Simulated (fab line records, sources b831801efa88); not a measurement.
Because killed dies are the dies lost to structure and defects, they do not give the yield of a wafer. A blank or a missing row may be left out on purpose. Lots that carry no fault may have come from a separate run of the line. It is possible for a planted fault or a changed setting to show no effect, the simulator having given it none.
fab line records ; flow sky130 ; part 1 of 2: steps 1 to 25 of 36
record: lots: 5; wafers: 15; lastDay: 51
route steps=708 shown VIA2@519 METAL3@532 CAPM@537
lots with no fault: from the same line, run without faults
startH: the number of hours between the record's first day and the start of the first shown wafer of the lot ; waitH: hours from the lot's prior step to this one ; " unchanged from the row above ; L1.1+2: a single row standing in for several wafers ; - no value present, or no start provided ; * or withheld: withheld ; < > ~ a bound
route shown NAME@n: names a module that has steps shown in the file, with the first one's number in the route ; usual: average and standard deviation across the fault-free wafers ; same: alike in all rows ; chamber/n: place in a boat ; sites: per-site readings ; _std_site: standard deviation across them ; _edge_site: mean of outer sites minus mean of inner sites ; radiusMm: how far each site lies from the wafer's centre ; mask NAME#n: copy n ; behind: the last tool/chamber to shape the wafer ; hold: why the lot went on hold/how many hours it stayed there/how the hold came to an end ; device: the n, p or np transistor that did not switch ; end of line: the route-end tests of the same wafers ; a step with no rows: only its recipe ; killed: the dies lost at the first sort to structure and to defects; this is not the yield of the wafer ; map: per-die view of a wafer (x killed, . not killed, _ where there is no die)
set.NAME: the setting that was run; set.NAME@STEP: the one run at that earlier step ; model.NAME: the simulator's own value behind a step, which no gauge read
lots seen at some steps along the route; tables by step, rows by wafer
services: the hour from which a tool's chamber was out of use, counted from the record's first day as startH (under 0 if before that day), plus the number of hours and why
== steps ==
step: SKY_VIA2_CD_MEAS_12
recipe: targetCdNm: 200
usual: cdNm: 200.1/1.3
lot.wafer;tool;chamber;startH;waitH;cdNm
L075.1;cdSem-01;-;865.56;-;199.5
L075.2;cdSem-01;-;865.56;-;200.8
L075.4;cdSem-01;-;865.56;-;199.5
L079.3;cdSem-02;-;903.70;-;199.8
L079.4;cdSem-02;-;903.70;-;199.5
L079.6;cdSem-02;-;903.70;-;199.4
L085.1;cdSem-01;-;934.00;-;197.4
L085.3;cdSem-01;-;934.00;-;196.9
L085.6;cdSem-01;-;934.00;-;198.4
L087.1;cdSem-01;-;953.69;-;200.7
L087.2;cdSem-01;-;953.69;-;200.2
L087.3;cdSem-01;-;953.69;-;201.0
L097.2;cdSem-02;-;1027.76;-;199.2
L097.3;cdSem-02;-;1027.76;-;198.4
L097.4;cdSem-02;-;1027.76;-;199.3
step: SKY_VIA2_OVL_MEAS_13
usual: VIA2_OVL: 1/5.7
lot.wafer;tool;chamber;startH;waitH;VIA2_OVL[nm]
L075.1;overlay-01;-;865.68;0.1;5
L075.2;overlay-01;-;865.68;0.1;6
L075.4;overlay-01;-;865.68;0.1;0
L079.3;overlay-02;-;903.79;0.1;7
L079.4;overlay-02;-;903.79;0.1;1
L079.6;overlay-02;-;903.79;0.1;6
L085.1;overlay-02;-;934.12;0.1;2
L085.3;overlay-02;-;934.12;0.1;1
L085.6;overlay-02;-;934.12;0.1;13
L087.1;overlay-02;-;953.81;0.1;1
L087.2;overlay-02;-;953.81;0.1;7
L087.3;overlay-02;-;953.81;0.1;1
L097.2;overlay-01;-;1027.87;0.1;-2
L097.3;overlay-01;-;1027.87;0.1;-2
L097.4;overlay-01;-;1027.87;0.1;-2
step: SKY_VIA2_ETCH_14
recipe: chemistry: N2/H2; target: BARC; ionEnergyEv: 200; sourceW: 500; biasW: 100; pressureMtorr: 30; n2FlowSccm: 100; h2FlowSccm: 200; stopOn: SiO2; timeS: 45.9; targetDepthA: 600
usual: drypumpMotorCurrentA: 5.7/0.43; oesProductAu: 0.855/0.005; rfFwdPowerW: 494.9/2.3; throttleValvePct: 13.225/0.0091
lot.wafer;tool;chamber;startH;waitH;drypumpMotorCurrentA;oesProductAu;rfFwdPowerW;rfHoursCounterH;throttleValvePct
L075.1;rieDiel-01;2;865.71;0.0;5.4;0.860;490.4;10;13.215
L075.2;rieDiel-01;0;865.71;0.0;5.7;0.853;497.8;1;13.231
L075.4;rieDiel-01;1;865.71;0.0;5.5;0.853;493.1;25;13.223
L079.3;rieDiel-01;1;903.81;0.0;5.5;0.856;494.0;27;13.238
L079.4;rieDiel-01;0;903.81;0.0;5.7;0.853;495.8;1;13.214
L079.6;rieDiel-01;2;903.81;0.0;5.4;0.858;489.0;-;13.218
L085.1;rieDiel-01;3;934.16;0.0;5.5;0.860;496.5;20;13.248
L085.3;rieDiel-01;2;934.16;0.0;5.4;0.864;493.6;13;13.246
L085.6;rieDiel-01;0;934.16;0.0;5.7;0.857;496.7;-;13.213
L087.1;rieDiel-01;2;953.85;0.0;5.4;0.863;493.2;14;13.225
L087.2;rieDiel-01;0;953.85;0.0;5.7;0.862;496.0;3;13.218
L087.3;rieDiel-01;1;953.85;0.0;5.5;0.854;495.2;0;13.217
L097.2;rieDiel-02;1;1027.90;0.0;5.7;0.848;499.4;7;13.217
L097.3;rieDiel-02;0;1027.90;0.0;6.3;0.854;493.2;4;13.210
L097.4;rieDiel-02;2;1027.90;0.0;6.1;0.848;495.8;13;13.226
step: SKY_VIA2_ETCH_15
recipe: target: SiO2; chemistry: C4F8/O2/Ar; targetDepthNm: 546; stopOn: TiN; maskMaterial: KrF-thick; sourceW: 1500; biasW: 1200; pressureMtorr: 40; c4f8FlowSccm: withheld; O2_flow_sccm: 6; Ar_flow_sccm: 300; timeS: 84
usual: oesProductAu: 0.940/0.0049; rfFwdPowerW: 1490/5.9
lot.wafer;tool;chamber;startH;waitH;oesProductAu;rfFwdPowerW;rfHoursCounterH
L075.1;rieDiel-01;2;865.76;0.0;0.943;1486;10
L075.2;rieDiel-01;0;865.76;0.0;0.935;1488;1
L075.4;rieDiel-01;1;865.76;0.0;0.943;1494;25
L079.3;rieDiel-01;1;903.86;0.0;0.946;1489;27
L079.4;rieDiel-01;0;903.86;0.0;0.942;1492;1
L079.6;rieDiel-01;2;903.86;0.0;0.935;1487;-
L085.1;rieDiel-01;3;934.20;0.0;0.936;1496;20
L085.3;rieDiel-01;2;934.20;0.0;0.936;1484;13
L085.6;rieDiel-01;0;934.20;0.0;0.933;1488;-
L087.1;rieDiel-01;2;953.89;0.0;0.939;1482;14
L087.2;rieDiel-01;0;953.89;0.0;0.934;1488;3
L087.3;rieDiel-01;1;953.89;0.0;0.941;1479;0
L097.2;rieDiel-02;1;1027.94;0.0;0.941;1492;7
L097.3;rieDiel-02;0;1027.94;0.0;0.948;1483;5
L097.4;rieDiel-02;2;1027.94;0.0;0.932;1491;13
step: SKY_VIA2_STRIP_16
recipe: chemistry: O2/N2; powerW: 1400; pressureMtorr: 1500; platenTempC: withheld; o2FlowSccm: 3000; n2FlowSccm: 300; overashFraction: 0.5
usual: drypumpMotorCurrentA: 6.0/0.44; oesProductAu: 0.398/0.0047; stripTimeToEndpointS: 4.04/0.03
lot.wafer;tool;chamber;startH;waitH;drypumpMotorCurrentA;oesProductAu;rfHoursCounterH;stripTimeToEndpointS
L075.1;plasmaAsher-01;0;865.82;0.0;6.1;0.394;101;4.00
L075.2;plasmaAsher-01;1;865.82;0.0;5.9;0.398;101;4.07
L075.4;plasmaAsher-01;1;865.82;0.0;5.9;0.405;-;4.07
L079.3;plasmaAsher-03;0;903.95;0.1;5.8;0.405;-;4.06
L079.4;plasmaAsher-03;1;903.95;0.1;6.5;0.395;-;4.05
L079.6;plasmaAsher-03;1;903.95;0.1;6.5;0.399;-;4.02
L085.1;plasmaAsher-03;0;934.27;0.0;5.8;0.399;20;4.01
L085.3;plasmaAsher-03;1;934.27;0.0;6.5;0.395;-;4.03
L085.6;plasmaAsher-03;0;934.27;0.0;5.8;0.394;-;4.03
L087.1;plasmaAsher-01;0;953.96;0.0;6.2;0.397;110;4.07
L087.2;plasmaAsher-01;1;953.96;0.0;5.9;0.407;110;4.07
L087.3;plasmaAsher-01;0;953.96;0.0;6.1;0.408;-;4.12
L097.2;plasmaAsher-01;1;1028.01;0.0;5.9;0.405;117;4.07
L097.3;plasmaAsher-01;1;1028.01;0.0;5.9;0.395;-;4.04
L097.4;plasmaAsher-01;0;1028.01;0.0;6.2;0.394;-;4.03
step: SKY_VIA2_STRIP_17
recipe: chemistry: postEtchResidueRemover; timeS: 1200; tempC: 72.5
lot.wafer;tool;chamber;startH;waitH
L075.1+2+4;wetBench-03;2;865.92;0.1
L079.3+4+6;wetBench-03;3;904.02;0.0
L085.1+3+6;wetBench-02;2;934.37;0.1
L087.1+2+3;wetBench-02;2;954.06;0.1
L097.2+3+4;wetBench-02;2;1028.11;0.1
step: SKY_VIA2_CLEAN_18
recipe: chemistry: IPA; timeS: 180; tempC: 25
lot.wafer;tool;chamber;startH;waitH
L075.1+2+4;wetBench-01;2;866.26;0.0
L079.3+4+6;wetBench-01;2;904.36;0.0
L085.1+3+6;wetBench-01;2;934.71;0.0
L087.1+2+3;wetBench-03;0;954.43;0.0
L097.2+3+4;wetBench-03;0;1028.45;0.0
step: SKY_VIA2_CLEAN_19
recipe: chemistry: O3/DIW; dry: n2Spin
lot.wafer;tool;chamber;startH;waitH
L075.1+2+4;wetBench-03;0;866.32;0.0
L079.3+4+6;wetBench-02;1;904.43;0.0
L085.1+3+6;wetBench-03;1;934.77;0.0
L087.1+2+3;wetBench-01;0;954.49;0.0
L097.2+3+4;wetBench-02;1;1028.51;0.0
step: SKY_VIA2_SPUTTER_20
recipe: material: TiN; targetThkNm: 20; chamberPressurePa: 5; powerW: 4000; timeS: 80
usual: throttleValvePct: 30.0/0.62
lot.wafer;tool;chamber;startH;waitH;throttleValvePct
L075.1;pvdSputter-01;-;866.41;0.0;29.8
L075.2;pvdSputter-01;-;866.41;0.0;29.9
L075.4;pvdSputter-01;-;866.41;0.0;29.6
L079.3;pvdSputter-01;-;904.52;0.0;29.5
L079.4;pvdSputter-01;-;904.52;0.0;29.8
L079.6;pvdSputter-01;-;904.52;0.0;29.6
L085.1;pvdSputter-04;-;934.87;0.0;30.6
L085.3;pvdSputter-04;-;934.87;0.0;30.1
L085.6;pvdSputter-04;-;934.87;0.0;29.0
L087.1;pvdSputter-01;-;954.58;0.0;29.6
L087.2;pvdSputter-01;-;954.58;0.0;29.6
L087.3;pvdSputter-01;-;954.58;0.0;30.4
L097.2;pvdSputter-01;-;1028.60;0.0;30.5
L097.3;pvdSputter-01;-;1028.60;0.0;29.8
L097.4;pvdSputter-01;-;1028.60;0.0;30.2
step: SKY_VIA2_CVD_21
recipe: material: W; targetThkNm: 420; timeS: 126.4; tempC: 403.7; pressureTorr: 40
usual: heaterPowerW: 917/71
lot.wafer;tool;chamber;startH;waitH;heaterPowerW
L075.1;cvdW-01;1;866.47;0.0;1025
L075.2;cvdW-01;0;866.47;0.0;1035
L075.4;cvdW-01;0;866.47;0.0;1055
L079.3;cvdW-02;0;904.62;0.1;811
L079.4;cvdW-02;1;904.62;0.1;941
L079.6;cvdW-02;1;904.62;0.1;948
L085.1;cvdW-02;1;934.93;0.0;915
L085.3;cvdW-02;1;934.93;0.0;917
L085.6;cvdW-02;0;934.93;0.0;820
L087.1;cvdW-02;1;954.64;0.0;933
L087.2;cvdW-02;0;954.64;0.0;816
L087.3;cvdW-02;1;954.64;0.0;954
L097.2;cvdW-01;1;1028.66;0.0;981
L097.3;cvdW-01;0;1028.66;0.0;956
L097.4;cvdW-01;1;1028.66;0.0;971
step: SKY_VIA2_RS_MEAS_22
recipe: thkMeasGauge: four-point-probe; reads: W_of_VIA2_CVD_21+TiN_of_VIA2_SPUTTER_20
usual: VIA2_W_RS: 0.256/0.0049
lot.wafer;tool;chamber;startH;waitH;VIA2_W_RS[ohm/sq]
L075.1;filmMetro-04;-;866.60;0.1;0.248
L075.2;filmMetro-04;-;866.60;0.1;0.253
L075.4;filmMetro-04;-;866.60;0.1;0.255
L079.3;filmMetro-01;-;904.75;0.1;0.258
L079.4;filmMetro-01;-;904.75;0.1;0.261
L079.6;filmMetro-01;-;904.75;0.1;0.260
L085.1;filmMetro-01;-;935.06;0.1;0.257
L085.3;filmMetro-01;-;935.06;0.1;0.255
L085.6;filmMetro-01;-;935.06;0.1;0.260
L087.1;filmMetro-01;-;954.77;0.1;0.257
L087.2;filmMetro-01;-;954.77;0.1;0.256
L087.3;filmMetro-01;-;954.77;0.1;0.257
L097.2;filmMetro-02;-;1028.81;0.1;0.248
L097.3;filmMetro-02;-;1028.81;0.1;0.255
L097.4;filmMetro-02;-;1028.81;0.1;0.249
step: SKY_VIA2_THK_MEAS_23
recipe: thkMeasGauge: xrf; reads: W_of_VIA2_CVD_21
usual: VIA2_W_THK: 445/11
lot.wafer;tool;chamber;startH;waitH;VIA2_W_THK[nm]
L075.1;filmMetro-04;-;866.72;0.1;452
L075.2;filmMetro-04;-;866.72;0.1;448
L075.4;filmMetro-04;-;866.72;0.1;441
L079.3;filmMetro-01;-;904.85;0.1;440
L079.4;filmMetro-01;-;904.85;0.1;435
L079.6;filmMetro-01;-;904.85;0.1;435
L085.1;filmMetro-01;-;935.18;0.1;445
L085.3;filmMetro-01;-;935.18;0.1;448
L085.6;filmMetro-01;-;935.18;0.1;440
L087.1;filmMetro-01;-;954.89;0.1;449
L087.2;filmMetro-01;-;954.89;0.1;451
L087.3;filmMetro-01;-;954.89;0.1;450
L097.2;filmMetro-02;-;1028.92;0.1;457
L097.3;filmMetro-02;-;1028.92;0.1;444
L097.4;filmMetro-02;-;1028.92;0.1;453
step: SKY_VIA2_CMP_24
recipe: stopOn: SiO2; tOverpolishS: 20; downForcePsi: 3.5; platenRpm: 60; targetThkNm: 0; padVelocityMS: 0.94248
usual: headPressurePsi: 3.500/0.0086; motorCurrentA: 10.5/1.1; overpolishRunS: 19.998/0.0086; timeToEndpointS: 109/4.2
lot.wafer;tool;chamber;startH;waitH;headPressurePsi;motorCurrentA;overpolishRunS;timeToEndpointS
L075.1;cmp-01;0;866.78;0.1;3.501;11.3;19.996;115
L075.2;cmp-01;1;866.78;0.1;3.500;9.4;19.993;111
L075.4;cmp-01;2;866.78;0.1;3.509;9.8;19.999;111
L079.3;cmp-02;0;904.94;0.1;3.500;11.1;19.993;105
L079.4;cmp-02;1;904.94;0.1;3.498;11.3;20.005;110
L079.6;cmp-02;3;904.94;0.1;3.505;11.4;20.011;104
L085.1;cmp-02;1;935.34;0.1;3.507;11.1;19.995;113
L085.3;cmp-02;2;935.34;0.1;3.496;11.9;19.997;105
L085.6;cmp-02;0;935.34;0.1;3.498;11.3;19.974;111
L087.2;cmp-01;2;954.95;0.0;3.488;9.8;19.999;111
L087.3;cmp-01;3;954.95;0.0;3.491;9.0;19.987;110
L087.1;cmp-01;1;954.95;0.0;3.510;9.2;19.992;108
L097.3;cmp-02;0;1028.97;0.0;3.499;11.0;20.006;111
L097.2;cmp-02;1;1028.97;0.0;3.500;10.6;20.004;115
L097.4;cmp-02;2;1028.97;0.0;3.508;12.3;19.994;105
step: SKY_METAL3_SPUTTER_00
recipe: material: Ti; targetThkNm: 15; powerW: 3000; timeS: 10; chamberPressurePa: 0.4
usual: throttleValvePct: 29.9/1
lot.wafer;tool;chamber;startH;waitH;throttleValvePct
L075.1;pvdSputter-03;-;867.08;0.2;30.1
L075.2;pvdSputter-03;-;867.08;0.2;30.2
L075.4;pvdSputter-03;-;867.08;0.2;31.4
L079.3;pvdSputter-03;-;905.19;0.2;31.6
L079.4;pvdSputter-03;-;905.19;0.2;28.7
L079.6;pvdSputter-03;-;905.19;0.2;31.1
L085.1;pvdSputter-03;-;935.54;0.1;31.2
L085.3;pvdSputter-03;-;935.54;0.1;29.9
L085.6;pvdSputter-03;-;935.54;0.1;31.4
L087.1;pvdSputter-02;-;955.25;0.1;29.3
L087.2;pvdSputter-02;-;955.25;0.1;27.3
L087.3;pvdSputter-02;-;955.25;0.1;30.1
L097.2;pvdSputter-02;-;1029.27;0.2;30.2
L097.3;pvdSputter-02;-;1029.27;0.2;27.3
L097.4;pvdSputter-02;-;1029.27;0.2;29.0
step: SKY_METAL3_SPUTTER_01
recipe: material: TiN; targetThkNm: 20; powerW: 6500; timeS: 16.7; chamberPressurePa: 0.4
usual: throttleValvePct: 29.9/1
lot.wafer;tool;chamber;startH;waitH;throttleValvePct
L075.1;pvdSputter-03;-;867.11;0.0;29.7
L075.2;pvdSputter-03;-;867.11;0.0;30.2
L075.4;pvdSputter-03;-;867.11;0.0;31.4
L079.3;pvdSputter-03;-;905.21;0.0;31.3
L079.4;pvdSputter-03;-;905.21;0.0;28.7
L079.6;pvdSputter-03;-;905.21;0.0;31.3
L085.1;pvdSputter-03;-;935.56;0.0;31.4
L085.3;pvdSputter-03;-;935.56;0.0;30.1
L085.6;pvdSputter-03;-;935.56;0.0;31.4
L087.1;pvdSputter-02;-;955.27;0.0;29.1
L087.2;pvdSputter-02;-;955.27;0.0;27.5
L087.3;pvdSputter-02;-;955.27;0.0;30.3
L097.2;pvdSputter-02;-;1029.29;0.0;30.2
L097.3;pvdSputter-02;-;1029.29;0.0;27.1
L097.4;pvdSputter-02;-;1029.29;0.0;29.5
step: SKY_METAL3_SPUTTER_02
recipe: material: AlCu; targetThkNm: 735; powerW: 10600; timeS: 39.1; chamberPressurePa: 0.4
usual: throttleValvePct: 29.9/1
lot.wafer;tool;chamber;startH;waitH;throttleValvePct
L075.1;pvdSputter-03;-;867.13;0.0;29.9
L075.2;pvdSputter-03;-;867.13;0.0;30.0
L075.4;pvdSputter-03;-;867.13;0.0;31.4
L079.3;pvdSputter-03;-;905.24;0.0;31.1
L079.4;pvdSputter-03;-;905.24;0.0;28.4
L079.6;pvdSputter-03;-;905.24;0.0;31.0
L085.1;pvdSputter-03;-;935.58;0.0;31.4
L085.3;pvdSputter-03;-;935.58;0.0;30.1
L085.6;pvdSputter-03;-;935.58;0.0;31.4
L087.1;pvdSputter-02;-;955.30;0.0;29.3
L087.2;pvdSputter-02;-;955.30;0.0;27.4
L087.3;pvdSputter-02;-;955.30;0.0;30.0
L097.2;pvdSputter-02;-;1029.32;0.0;29.7
L097.3;pvdSputter-02;-;1029.32;0.0;27.3
L097.4;pvdSputter-02;-;1029.32;0.0;29.1
step: SKY_METAL3_SPUTTER_03
recipe: material: Ti; targetThkNm: 5; powerW: 3000; timeS: 3.3; chamberPressurePa: 0.4
usual: throttleValvePct: 29.9/1
lot.wafer;tool;chamber;startH;waitH;throttleValvePct
L075.1;pvdSputter-03;-;867.17;0.0;29.9
L075.2;pvdSputter-03;-;867.17;0.0;30.2
L075.4;pvdSputter-03;-;867.17;0.0;31.5
L079.3;pvdSputter-03;-;905.28;0.0;31.2
L079.4;pvdSputter-03;-;905.28;0.0;28.4
L079.6;pvdSputter-03;-;905.28;0.0;31.3
L085.1;pvdSputter-03;-;935.62;0.0;31.2
L085.3;pvdSputter-03;-;935.62;0.0;29.9
L085.6;pvdSputter-03;-;935.62;0.0;31.6
L087.1;pvdSputter-02;-;955.34;0.0;29.3
L087.2;pvdSputter-02;-;955.34;0.0;27.3
L087.3;pvdSputter-02;-;955.34;0.0;30.0
L097.2;pvdSputter-02;-;1029.36;0.0;30.3
L097.3;pvdSputter-02;-;1029.36;0.0;27.3
L097.4;pvdSputter-02;-;1029.36;0.0;29.3
step: SKY_METAL3_SPUTTER_04
recipe: material: TiN; targetThkNm: 70; powerW: 6500; timeS: 58.3; chamberPressurePa: 0.4
usual: throttleValvePct: 29.9/1
lot.wafer;tool;chamber;startH;waitH;throttleValvePct
L075.1;pvdSputter-03;-;867.19;0.0;30.2
L075.2;pvdSputter-03;-;867.19;0.0;29.9
L075.4;pvdSputter-03;-;867.19;0.0;31.2
L079.3;pvdSputter-03;-;905.29;0.0;31.6
L079.4;pvdSputter-03;-;905.29;0.0;28.7
L079.6;pvdSputter-03;-;905.29;0.0;31.3
L085.1;pvdSputter-03;-;935.64;0.0;31.5
L085.3;pvdSputter-03;-;935.64;0.0;30.1
L085.6;pvdSputter-03;-;935.64;0.0;31.3
L087.1;pvdSputter-02;-;955.35;0.0;29.4
L087.2;pvdSputter-02;-;955.35;0.0;27.6
L087.3;pvdSputter-02;-;955.35;0.0;30.0
L097.2;pvdSputter-02;-;1029.37;0.0;30.0
L097.3;pvdSputter-02;-;1029.37;0.0;27.4
L097.4;pvdSputter-02;-;1029.37;0.0;29.2
step: SKY_CAPM_CVD_00
recipe: material: SiO2; targetThkNm: 15.5; tempC: 400; timeS: withheld; rfW: 450
usual: heaterPowerW: 745/110; rfFwdPowerW: 441.7/2.4
lot.wafer;tool;chamber;startH;waitH;heaterPowerW;rfFwdPowerW
L075.1;pecvd-02;2;867.24;0.0;1023;440.9
L075.2;pecvd-02;1;867.24;0.0;716;442.8
L075.4;pecvd-02;1;867.24;0.0;705;440.3
L079.3;pecvd-04;0;905.34;0.0;803;439.2
L079.4;pecvd-04;2;905.34;0.0;694;443.0
L079.6;pecvd-04;1;905.34;0.0;762;440.7
L085.1;pecvd-02;2;935.69;0.0;900;439.6
L085.3;pecvd-02;0;935.69;0.0;615;446.0
L085.6;pecvd-02;0;935.69;0.0;606;443.6
L087.1;pecvd-01;1;955.40;0.0;823;440.0
L087.2;pecvd-01;2;955.40;0.0;691;443.7
L087.3;pecvd-01;0;955.40;0.0;734;445.8
L097.2;pecvd-01;2;1029.42;0.0;659;442.5
L097.3;pecvd-01;0;1029.42;0.0;810;443.4
L097.4;pecvd-01;1;1029.42;0.0;810;439.8
step: SKY_CAPM_THK_MEAS_01
recipe: reads: SiO2_of_CAPM_CVD_00
usual: CAPM_CVD_00_THK: 15.62/0.2
lot.wafer;tool;chamber;startH;waitH;CAPM_CVD_00_THK[nm]
L075.1;filmMetro-01;-;867.26;-;15.57
L075.2;filmMetro-01;-;867.26;-;15.50
L075.4;filmMetro-01;-;867.26;-;15.81
L079.3;filmMetro-02;-;905.38;-;15.51
L079.4;filmMetro-02;-;905.38;-;15.65
L079.6;filmMetro-02;-;905.38;-;15.87
L085.1;filmMetro-01;-;935.71;-;15.14
L085.3;filmMetro-01;-;935.71;-;15.60
L085.6;filmMetro-01;-;935.71;-;15.55
L087.1;filmMetro-03;-;955.43;-;15.70
L087.2;filmMetro-03;-;955.43;-;15.47
L087.3;filmMetro-03;-;955.43;-;15.64
L097.2;filmMetro-02;-;1029.45;-;15.45
L097.3;filmMetro-02;-;1029.45;-;15.55
L097.4;filmMetro-02;-;1029.45;-;15.76
step: SKY_CAPM_SPUTTER_02
recipe: material: TiN; targetThkNm: 200; tempC: 300; powerW: 6500; timeS: 166.7; chamberPressurePa: 0.3944
usual: throttleValvePct: 29.8/0.99
lot.wafer;tool;chamber;startH;waitH;throttleValvePct
L075.1;pvdSputter-04;-;867.32;0.1;30.1
L075.2;pvdSputter-04;-;867.32;0.1;30.5
L075.4;pvdSputter-04;-;867.32;0.1;28.7
L079.3;pvdSputter-04;-;905.42;0.0;30.5
L079.4;pvdSputter-04;-;905.42;0.0;29.8
L079.6;pvdSputter-04;-;905.42;0.0;30.7
L085.1;pvdSputter-02;-;935.77;0.1;29.3
L085.3;pvdSputter-02;-;935.77;0.1;27.4
L085.6;pvdSputter-02;-;935.77;0.1;27.5
L087.1;pvdSputter-04;-;955.49;0.1;30.4
L087.2;pvdSputter-04;-;955.49;0.1;29.5
L087.3;pvdSputter-04;-;955.49;0.1;30.2
L097.2;pvdSputter-04;-;1029.50;0.0;30.6
L097.3;pvdSputter-04;-;1029.50;0.0;28.9
L097.4;pvdSputter-04;-;1029.50;0.0;30.3
step: SKY_CAPM_RS_MEAS_03
recipe: thkMeasGauge: four-point-probe; reads: TiN_of_CAPM_SPUTTER_02
usual: CAPM_TIN_RS: 6.86/0.083
lot.wafer;tool;chamber;startH;waitH;CAPM_TIN_RS[ohm/sq]
L075.1;filmMetro-02;-;867.43;0.1;6.69
L075.2;filmMetro-02;-;867.43;0.1;6.72
L075.4;filmMetro-02;-;867.43;0.1;6.72
L079.3;filmMetro-01;-;905.57;0.1;6.81
L079.4;filmMetro-01;-;905.57;0.1;6.81
L079.6;filmMetro-01;-;905.57;0.1;6.85
L085.1;filmMetro-03;-;935.88;0.1;6.89
L085.3;filmMetro-03;-;935.88;0.1;6.92
L085.6;filmMetro-03;-;935.88;0.1;6.90
L087.1;filmMetro-01;-;955.59;0.1;7.04
L087.2;filmMetro-01;-;955.59;0.1;7.02
L087.3;filmMetro-01;-;955.59;0.1;7.02
L097.2;filmMetro-02;-;1029.63;0.1;6.85
L097.3;filmMetro-02;-;1029.63;0.1;6.83
L097.4;filmMetro-02;-;1029.63;0.1;6.86
step: SKY_CAPM_THK_MEAS_04
recipe: thkMeasGauge: xrf; reads: TiN_of_CAPM_SPUTTER_02
usual: CAPM_TIN_THK: 200/3.1
lot.wafer;tool;chamber;startH;waitH;CAPM_TIN_THK[nm]
L075.1;filmMetro-02;-;867.55;0.1;204
L075.2;filmMetro-02;-;867.55;0.1;205
L075.4;filmMetro-02;-;867.55;0.1;203
L079.3;filmMetro-01;-;905.67;0.1;203
L079.4;filmMetro-01;-;905.67;0.1;205
L079.6;filmMetro-01;-;905.67;0.1;203
L085.1;filmMetro-03;-;936.00;0.1;198
L085.3;filmMetro-03;-;936.00;0.1;197
L085.6;filmMetro-03;-;936.00;0.1;196
L087.1;filmMetro-01;-;955.71;0.1;196
L087.2;filmMetro-01;-;955.71;0.1;197
L087.3;filmMetro-01;-;955.71;0.1;197
L097.2;filmMetro-02;-;1029.74;0.1;199
L097.3;filmMetro-02;-;1029.74;0.1;199
L097.4;filmMetro-02;-;1029.74;0.1;198
step: SKY_CAPM_DEHYDRATE_05
recipe: tempC: 200; timeS: 60
usual: heaterPowerTotalW: 160.37/0.12
lot.wafer;tool;chamber;startH;waitH;heaterPowerTotalW
L075.1;lithoTrack-01;0;880.05;12.5;160.23
L075.2;lithoTrack-01;0;880.05;12.5;160.20
L075.4;lithoTrack-01;0;880.05;12.5;160.43
L079.3;lithoTrack-04;0;917.55;11.9;160.31
L079.4;lithoTrack-04;0;917.55;11.9;160.63
L079.6;lithoTrack-04;0;917.55;11.9;160.46
L085.1;lithoTrack-03;0;948.01;12.0;160.56
L085.3;lithoTrack-03;0;948.01;12.0;160.41
L085.6;lithoTrack-03;0;948.01;12.0;160.61
L087.1;lithoTrack-03;0;967.41;11.7;160.31
L087.2;lithoTrack-03;0;967.41;11.7;160.35
L087.3;lithoTrack-03;0;967.41;11.7;160.14
L097.2;lithoTrack-04;0;1040.93;11.2;160.44
L097.3;lithoTrack-04;0;1040.93;11.2;160.42
L097.4;lithoTrack-04;0;1040.93;11.2;160.39
step: SKY_CAPM_HMDS_06
recipe: primeTimeS: 60; primeTempC: 120
lot.wafer;tool;chamber;startH;waitH
L075.1+2+4;lithoTrack-01;0;880.20;0.1
L079.3+4+6;lithoTrack-04;0;917.70;0.1
L085.1+3+6;lithoTrack-03;0;948.16;0.1
L087.1+2+3;lithoTrack-03;0;967.56;0.1
L097.2+3+4;lithoTrack-04;0;1041.08;0.1
